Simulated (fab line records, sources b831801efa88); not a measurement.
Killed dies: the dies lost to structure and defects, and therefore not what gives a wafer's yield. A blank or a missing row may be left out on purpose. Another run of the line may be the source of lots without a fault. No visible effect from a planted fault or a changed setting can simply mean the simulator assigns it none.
A lot that was struck, set against a sound lot + flow gf180mcu + 20 out of 602 route steps
Sound: these wafers, L110.1, L110.2, L110.6. Struck: wafers L106.2, L106.3, L106.6. The cause is named last.
Order at every step that has rows: each side's tool, ch and its chambers, its first start. Under that, the readings that differ: sound wafers + struck wafers + difference of the means + sigmas: that difference in standard deviations of wafers without a fault.
alike: same words and numbers on both sides, and readings whose means sit less than 2 such deviations apart. not compared: any withheld reading, any reading some wafer has no value for, any bound like >300 that may hide the same value, and any number with overlapping values for which the record gives no deviation.
A row with sigmas, a row that says differs or no value, or rows on one side alone: a step with any of these is where the two part. Non-overlapping numbers with no deviation appear without sigmas and do not part them. Lack of a reading on every wafer of one side parts them only where that side has two or more wafers.

first, 4 steps without rows for these wafers: GF_MIM_SOFTBAKE_15 (time 60 s); GF_MIM_EXPOSE_16 (exposes mask FuseTop, target cd 2000 nm); GF_MIM_PEB_17; GF_MIM_DEVELOP_18 (develop time 60 s).
GF_MIM_METAL_ETCH_19: etches the open film in Cl2/BCl3, stops on Si3N4, target depth 324.5 nm, time 54.1 s.
  sound on rieMetal-04 ch 0,1, day 29 23:17; struck on rieMetal-04 ch 0,1, day 29 00:27
  alike: drypumpMotorCurrentA, oesProductAu, throttleValvePct
  not compared: rfHoursCounterH
GF_MIM_STRIP_20: strips in O2/N2.
  sound on plasmaAsher-04 ch 0,1, day 29 23:21; struck on plasmaAsher-04 ch 0,1, day 29 00:31
  alike: drypumpMotorCurrentA, heaterPowerW, oesProductAu, stripTimeToEndpointS
  not compared: rfHoursCounterH
then, 6 steps without rows for these wafers: GF_MIM_STRIP_21 (strips in post etch residue remover, time 1200 s); GF_MIM_CLEAN_22 (cleans in DIW); GF_M5_DEHYDRATE_00 (time 60 s); GF_M5_HMDS_01 (prime time 60 s); GF_M5_COAT_02 (resist thk 1000 nm); GF_M5_SOFTBAKE_03 (time 60 s).
GF_M5_EXPOSE_04: exposes mask Metal5, target cd 280 nm.
  sound on krfScanner-01 ch 0, day 30 09:32; struck on krfScanner-02 ch 0, day 29 11:14
| reading           | sound             | struck            | difference | sigmas |
|-------------------|-------------------|-------------------|------------|--------|
| exposureDoseMJCm2 | 27.98 28.01 27.98 | 27.62 27.61 27.63 | -0.37      | -12    |
  alike: mask
then, 2 steps without rows for these wafers: GF_M5_PEB_05 (peb time 90 s); GF_M5_DEVELOP_06 (develop time 60 s).
GF_M5_CD_MEAS_07: target cd 280 nm.
  sound on cdSem-01, day 30 18:13; struck on cdSem-02, day 29 20:10
| reading   | sound             | struck            | difference | sigmas |
|-----------|-------------------|-------------------|------------|--------|
| cdNm (nm) | 280.6 280.4 279.8 | 283.1 282.3 281.4 | +2.0       | +2     |
GF_M5_OVL_MEAS_08:
  sound on overlay-01, day 30 18:20; struck on overlay-02, day 29 20:16
  alike: M5_OVL
GF_M5_ETCH_09: etches Si3N4 in CF4/O2, target depth 52 nm, time 11.6 s.
  sound on rieDiel-03 ch 0,1,2, day 30 18:23; struck on rieDiel-02 ch 0,1,2, day 29 20:17
| reading            | sound             | struck            | difference | sigmas |
|--------------------|-------------------|-------------------|------------|--------|
| model.M5.cdNm (nm) | 281.4 279.6 279.5 | 282.9 282.1 281.7 | +2.1       |        |
  alike: drypumpMotorCurrentA, oesProductAu, throttleValvePct
  not compared: rfHoursCounterH
GF_M5_METAL_ETCH_10: etches the open film in Cl2/BCl3, stops on SiO2, target depth 750.8 nm, time 125.1 s.
  sound on rieMetal-03 ch 0,1, day 30 18:24; struck on rieMetal-04 ch 0,1, day 29 20:19
  alike: drypumpMotorCurrentA, oesProductAu, throttleValvePct
  not compared: rfHoursCounterH
following that, these wafers have no rows for 1 step: GF_PASSIVATION_PROBE_99.

== WHERE THEY PART ==
Earliest at GF_M5_EXPOSE_04; latest, in this record, at GF_M5_CD_MEAS_07. Later steps at which nothing parts them and some readings are alike: GF_M5_OVL_MEAS_08, GF_M5_ETCH_09, GF_M5_METAL_ETCH_10.

WHY: what had been put in by the simulator
Process parameters drifting: krfScanner-02 at GF_M5_EXPOSE_04, beginning at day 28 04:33. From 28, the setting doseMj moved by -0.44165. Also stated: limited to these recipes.
